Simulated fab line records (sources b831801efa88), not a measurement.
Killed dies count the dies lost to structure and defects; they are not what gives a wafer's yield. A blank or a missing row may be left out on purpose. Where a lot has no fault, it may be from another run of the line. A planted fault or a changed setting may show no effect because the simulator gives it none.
fab line records | flow gf180mcu
record: lots: 13 wafers: 39 last_day: 34
route steps=602 shown M4@457 V4@478
lots with no fault: from the same line, run without faults
start_h: hours from the record's first day to the start of the lot's first wafer shown | wait_h: hours elapsed since this lot's preceding step | " the same as in the row above | L1.1+2: several wafers, shown together as one row | - no value, or no start was given | * or withheld: withheld | < > ~ a bound
route shown NAME@n: NAME is a module with steps in the file, n the number in the route of the first one | usual: mean and standard deviation over wafers with no fault | same: alike in all rows | chamber/n: place in a boat | sites: readings site by site | _std_site: the values' standard deviation | _edge_site: outer sites' mean less inner sites' | radius_mm: how far each site lies from the wafer's centre | mask NAME#n: copy n | behind: the most recent tool/chamber to have shaped the wafer | hold: what put the lot on hold/how long, in hours/how the hold closed | device: which transistor (n, p or np) failed to switch | end of line: the same wafers' tests at the end of the route | a step without rows: its recipe alone | killed: dies that structure and defects cost at the first sort, which is not the same as the wafer's yield | map: shows each die of a wafer: x if killed, . if not, _ if none is there
set.NAME: the setting as run; set.NAME@STEP: as run at that earlier step | model.NAME: the simulator's own value behind a step, which no gauge read
route steps across a sampled set of lots; one table per step, one row per wafer
services: the hour from which a tool's chamber was out of use, counted from the record's first day as start_h (under 0 if before that day), plus the number of hours and why
== steps ==
step: GF_M4_SPUTTER_01
recipe: material: TiN target_thk_nm: 30 power_w: 6500 time_s: 25 chamber_pressure_pa: 0.4
usual: chamber_pressure_pa: 0.4001/0.00075 throttle_valve_pct: 30.2/0.7
columns lot.wafer tool chamber start_h wait_h chamber_pressure_pa throttle_valve_pct
L645.2 pvd_sputter-01 - 502.96 0.1 0.4006 30.0
L645.3 " - " " 0.4012 30.1
L645.4 " - " " 0.4005 29.8
L646.2 pvd_sputter-03 - 514.54 0.1 0.4008 30.5
L646.3 " - " " 0.4001 30.4
L646.5 " - " " 0.4004 30.1
L647.2 pvd_sputter-03 - 551.24 0.1 0.4009 30.6
L647.5 " - " " 0.4016 31.3
L647.6 " - " " 0.4004 30.0
L648.1 pvd_sputter-03 - 555.90 0.1 0.4010 30.1
L648.4 " - " " 0.4003 31.1
L648.6 " - " " 0.4009 30.1
L649.1 pvd_sputter-03 - 557.19 0.1 0.3993 30.8
L649.4 " - " " 0.3999 30.4
L649.6 " - " " 0.3998 30.7
L654.1 pvd_sputter-01 - 596.06 0.1 0.3998 29.9
L654.2 " - " " 0.3996 29.7
L654.3 " - " " 0.4000 30.0
L660.2 pvd_sputter-02 - 638.27 0.1 0.3999 29.4
L660.3 " - " " 0.3991 30.9
L660.5 " - " " 0.4012 28.5
L661.1 pvd_sputter-01 - 647.69 0.1 0.4001 29.3
L661.2 " - " " 0.4005 29.6
L661.3 " - " " 0.3989 29.8
L662.2 pvd_sputter-02 - 650.35 0.1 0.4012 30.5
L662.3 " - " " 0.4007 28.6
L662.4 " - " " 0.3992 29.7
L663.1 pvd_sputter-03 - 658.51 0.1 0.3992 30.3
L663.2 " - " " 0.3997 30.6
L663.4 " - " " 0.4004 31.1
L664.4 pvd_sputter-01 - 665.50 0.1 0.3999 29.4
L664.5 " - " " 0.4001 30.0
L664.6 " - " " 0.4005 30.0
L665.2 pvd_sputter-01 - 672.37 0.1 0.4007 29.8
L665.4 " - " " 0.4009 30.1
L665.6 " - " " 0.4006 29.8
L668.1 pvd_sputter-02 - 691.22 0.1 0.4005 28.5
L668.2 " - " " 0.4005 29.6
L668.6 " - " " 0.3994 28.5
step: GF_M4_RS_MEAS_05
recipe: thk_meas_gauge: four-point-probe reads: TiN_of_M4_SPUTTER_04+Ti_of_M4_SPUTTER_03+AlCu_of_M4_SPUTTER_02+TiN_of_M4_SPUTTER_01+Ti_of_M4_SPUTTER_00
usual: M4_ALCU_RS: 0.0696/0.00097
columns lot.wafer tool chamber start_h wait_h M4_ALCU_RS[ohm/sq]
L645.2 film_metro-03 - 503.10 0.0 0.0698
L645.3 " - " " 0.0694
L645.4 " - " " 0.0704
L646.2 film_metro-02 - 514.68 0.0 0.0684
L646.3 " - " " 0.0687
L646.5 " - " " 0.0682
L647.2 film_metro-02 - 551.38 0.0 0.0691
L647.5 " - " " 0.0696
L647.6 " - " " 0.0686
L648.1 film_metro-03 - 556.02 0.0 0.0694
L648.4 " - " " 0.0717
L648.6 " - " " 0.0707
L649.1 film_metro-03 - 557.31 0.0 0.0674
L649.4 " - " " 0.0679
L649.6 " - " " 0.0675
L654.1 film_metro-01 - 596.18 0.0 0.0699
L654.2 " - " " 0.0703
L654.3 " - " " 0.0699
L660.2 film_metro-03 - 638.41 0.0 0.0694
L660.3 " - " " 0.0694
L660.5 " - " " 0.0686
L661.1 film_metro-03 - 647.82 0.0 0.0699
L661.2 " - " " 0.0715
L661.3 " - " " 0.0704
L662.2 film_metro-03 - 650.49 0.0 0.0698
L662.3 " - " " 0.0692
L662.4 " - " " 0.0698
L663.1 film_metro-02 - 658.64 0.0 0.0694
L663.2 " - " " 0.0687
L663.4 " - " " 0.0705
L664.4 film_metro-03 - 665.68 0.1 0.0685
L664.5 " - " " 0.0697
L664.6 " - " " 0.0696
L665.2 film_metro-01 - 672.51 0.0 0.0712
L665.4 " - " " 0.0698
L665.6 " - " " 0.0711
L668.1 film_metro-02 - 691.34 0.0 0.0687
L668.2 " - " " 0.0689
L668.6 " - " " 0.0687
step: GF_M4_THK_MEAS_06
recipe: thk_meas_gauge: xrf reads: AlCu_of_M4_SPUTTER_02
usual: M4_ALCU_THK: 443/6.7
columns lot.wafer tool chamber start_h wait_h M4_ALCU_THK[nm]
L645.2 film_metro-03 - 503.21 0.1 444
L645.3 " - " " 445
L645.4 " - " " 441
L646.2 film_metro-02 - 514.79 0.1 446
L646.3 " - " " 445
L646.5 " - " " 447
L647.2 film_metro-02 - 551.49 0.1 443
L647.5 " - " " 438
L647.6 " - " " 446
L648.1 film_metro-03 - 556.14 0.1 446
L648.4 " - " " 432
L648.6 " - " " 438
L649.1 film_metro-03 - 557.43 0.1 462
L649.4 " - " " 456
L649.6 " - " " 459
L654.1 film_metro-01 - 596.30 0.1 440
L654.2 " - " " 434
L654.3 " - " " 440
L660.2 film_metro-03 - 638.52 0.1 444
L660.3 " - " " 446
L660.5 " - " " 451
L661.1 film_metro-03 - 647.94 0.1 441
L661.2 " - " " 431
L661.3 " - " " 438
L662.2 film_metro-03 - 650.60 0.1 445
L662.3 " - " " 448
L662.4 " - " " 444
L663.1 film_metro-02 - 658.76 0.1 441
L663.2 " - " " 449
L663.4 " - " " 436
L664.4 film_metro-03 - 665.77 0.1 451
L664.5 " - " " 443
L664.6 " - " " 445
L665.2 film_metro-01 - 672.62 0.1 429
L665.4 " - " " 441
L665.6 " - " " 431
L668.1 film_metro-02 - 691.46 0.1 450
L668.2 " - " " 448
L668.6 " - " " 449
step: GF_V4_CVD_02
recipe: material: SiO2 target_thk_nm: 850 precursor: TEOS temp_c: 400 time_s: 94.851 rf_w: 600
usual: heater_power_outer_w: 380/60 heater_power_w: 658/86
columns lot.wafer tool chamber start_h wait_h heater_power_outer_w heater_power_w
L645.2 pecvd-03 1 527.47 0.0 478 796
L645.3 " 0 " " 442 790
L645.4 " 1 " " 366 627
L646.2 pecvd-03 0 538.59 0.0 417 749
L646.3 " 1 " " 409 714
L646.5 " 0 " " 452 802
L647.2 pecvd-02 2 574.21 0.0 326 598
L647.5 " 2 " " 364 643
L647.6 " 1 " " 382 632
L648.1 pecvd-02 2 577.46 0.1 299 547
L648.4 " 1 " " 344 586
L648.6 " 0 " " 395 654
L649.1 pecvd-01 1 579.85 0.1 325 581
L649.4 " 2 " " 312 618
L649.6 " 1 " " 357 606
L654.1 pecvd-02 2 617.54 0.1 - -
L654.2 " 0 " " - -
L654.3 " 1 " " - -
L660.2 pecvd-03 0 659.08 0.0 474 815
L660.3 " 2 " " 373 633
L660.5 " 1 " " 447 752
L661.1 pecvd-01 0 667.55 0.1 295 553
L661.2 " 2 " " 354 654
L661.3 " 1 " " 363 590
L662.2 pecvd-03 1 670.62 0.0 426 743
L662.3 " 0 " " 418 734
L662.4 " 1 " " 460 770
L663.1 pecvd-03 1 679.01 0.1 423 740
L663.2 " 0 " " 477 808
L663.4 " 1 " " 457 773
L664.4 pecvd-01 2 684.86 0.1 383 672
L664.5 " 1 " " 407 668
L664.6 " 0 " " 303 572
L665.2 pecvd-03 1 691.73 0.1 426 728
L665.4 " 1 " " 486 805
L665.6 " 1 " " 415 733
L668.1 pecvd-03 0 710.98 0.1 456 806
L668.2 " 2 " " 432 707
L668.6 " 2 " " 316 587
step: GF_V4_THK_MEAS_03
recipe: reads: SiO2_of_V4_CVD_02
usual: V4_CVD_02_THK: 855/11
columns lot.wafer tool chamber start_h wait_h V4_CVD_02_THK[nm]
L645.2 film_metro-01 - 527.55 0.0 850
L645.3 " - " " 857
L645.4 " - " " 867
L646.2 film_metro-01 - 538.67 0.0 851
L646.3 " - " " 863
L646.5 " - " " 876
L647.2 film_metro-03 - 574.29 0.0 855
L647.5 " - " " 876
L647.6 " - " " 865
L648.1 film_metro-04 - 577.53 0.0 869
L648.4 " - " " 869
L648.6 " - " " 870
L649.1 film_metro-01 - 579.92 0.0 838
L649.4 " - " " 857
L649.6 " - " " 854
L654.1 film_metro-03 - 617.61 0.0 0
L654.2 " - " " 0
L654.3 " - " " 0
L660.2 film_metro-04 - 659.16 0.0 837
L660.3 " - " " 841
L660.5 " - " " 853
L661.1 film_metro-01 - 667.62 0.0 849
L661.2 " - " " 850
L661.3 " - " " 841
L662.2 film_metro-01 - 670.73 0.1 860
L662.3 " - " " 863
L662.4 " - " " 868
L663.1 film_metro-01 - 679.11 0.1 853
L663.2 " - " " 842
L663.4 " - " " 862
L664.4 film_metro-01 - 684.93 0.0 854
L664.5 " - " " 851
L664.6 " - " " 872
L665.2 film_metro-03 - 691.91 0.1 852
L665.4 " - " " 849
L665.6 " - " " 852
L668.1 film_metro-03 - 711.05 0.0 837
L668.2 " - " " 837
L668.6 " - " " 844
step: GF_V4_ETCH_17
recipe: chemistry: C4F8/O2/Ar mask_material: KrF target: SiO2 stop_on: TiN source_w: 1500 bias_w: 1200 pressure_mtorr: 40 c4f8_flow_sccm: withheld O2_flow_sccm: 6 Ar_flow_sccm: 300 time_s: withheld target_depth_a: 6300
usual: bias_w: 1200/3.6 oes_product_au: 0.855/0.0049
columns lot.wafer tool chamber start_h wait_h bias_w oes_product_au
L645.2 rie_diel-03 0 - - 1202 0.861
L645.3 " 1 " " 1200 0.861
L645.4 " 1 " " 1206 0.849
L646.2 rie_diel-03 1 - - 1198 0.858
L646.3 " 3 " " 1198 0.853
L646.5 " 2 " " 1201 0.856
L647.2 rie_diel-02 0 - - 1197 0.855
L647.5 " 2 " " 1202 0.858
L647.6 " 1 " " 1198 0.859
L648.1 rie_diel-04 1 - - 1194 0.851
L648.4 " 2 " " 1200 0.859
L648.6 " 0 " " 1202 0.848
L649.1 rie_diel-02 0 - - 1197 0.850
L649.4 " 1 " " 1199 0.864
L649.6 " 3 " " 1203 0.855
L654.1 rie_diel-04 2 - - 1200 0.825
L654.2 " 1 " " 1204 0.829
L654.3 " 0 " " 1198 0.830
L660.2 rie_diel-04 3 - - 1197 0.852
L660.3 " 1 " " 1204 0.858
L660.5 " 3 " " 1208 0.845
L661.1 rie_diel-02 2 - - 1200 0.862
L661.2 " 1 " " 1205 0.851
L661.3 " 3 " " 1189 0.862
L662.2 rie_diel-03 1 - - 1199 0.855
L662.3 " 0 " " 1200 0.865
L662.4 " 3 " " 1197 0.864
L663.1 rie_diel-02 0 - - 1197 0.856
L663.2 " 1 " " 1204 0.850
L663.4 " 3 " " 1203 0.854
L664.4 rie_diel-03 0 - - 1195 0.860
L664.5 " 0 " " 1199 0.855
L664.6 " 3 " " 1199 0.861
L665.2 rie_diel-04 3 - - 1203 0.849
L665.4 " 2 " " 1201 0.850
L665.6 " 2 " " 1198 0.850
L668.1 rie_diel-02 2 - - 1198 0.849
L668.2 " 1 " " 1201 0.858
L668.6 " 3 " " 1204 0.857
== services ==
columns tool chamber start_h hours kind
pvd_sputter-02 - 481.57 1.1 repair
rie_diel-04 3 481.60 2.7 repair
rie_diel-03 3 483.94 6.1 repair
rie_diel-02 2 484.00 10.5 repair
pecvd-03 1 496.18 4.2 repair
rie_diel-04 0 501.70 25.6 repair
rie_diel-03 - 502.07 0.3 repair
pvd_sputter-01 - 517.94 1.8 repair
rie_diel-03 2 546.30 4.9 repair
pecvd-03 - 551.43 4.3 pm
rie_diel-04 0 572.17 3.1 repair
rie_diel-04 2 576.96 14.7 repair
rie_diel-04 - 589.68 0.9 repair
rie_diel-03 3 595.80 11.5 repair
rie_diel-04 2 603.08 2.4 repair
rie_diel-02 - 637.78 0.7 repair
rie_diel-03 0 638.45 8.8 repair
rie_diel-02 0 639.55 15.7 repair
pecvd-03 2 659.82 45.5 repair
pvd_sputter-01 - 667.28 1.5 repair
pvd_sputter-01 - 682.94 19.3 repair
pvd_sputter-01 - 700.36 5.5 repair
rie_diel-04 - 706.41 4.3 pm
rie_diel-04 - 711.27 6.7 repair
== key ==
first_sign: step: GF_V4_CVD_02 reading: tool_record direction: missing
effect: step: GF_V4_THK_MEAS_03 reading: V4_CVD_02_THK direction: down sigmas: 78 usual: 855 struck: 0
effect: step: GF_V4_ETCH_17 reading: oes_product_au direction: down sigmas: 5.6 usual: 0.855 struck: 0.828
met_at GF_V4_CVD_02
struck_lots L654
later_rows_left_out L654.1,L654.2,L654.3
sort_left_out L654.1,L654.2,L654.3
not_acting_at GF_M4_SPUTTER_01,GF_M4_RS_MEAS_05,GF_M4_THK_MEAS_06
onset_between 577.46 617.54
fault: kind: skipped_step_whole tool: pecvd-02,pecvd-03 chamber: - onset_h: 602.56 steps: GF_V4_CVD_02 scope: struck_lots_only
sort_left_out: the simulated sort isn't trusted on such a fault, so these wafers' sort isn't shown, and their yield isn't known
later_rows_left_out: the simulator's readings of these wafers behind a module that went badly wrong aren't trusted and aren't shown, but for the sort
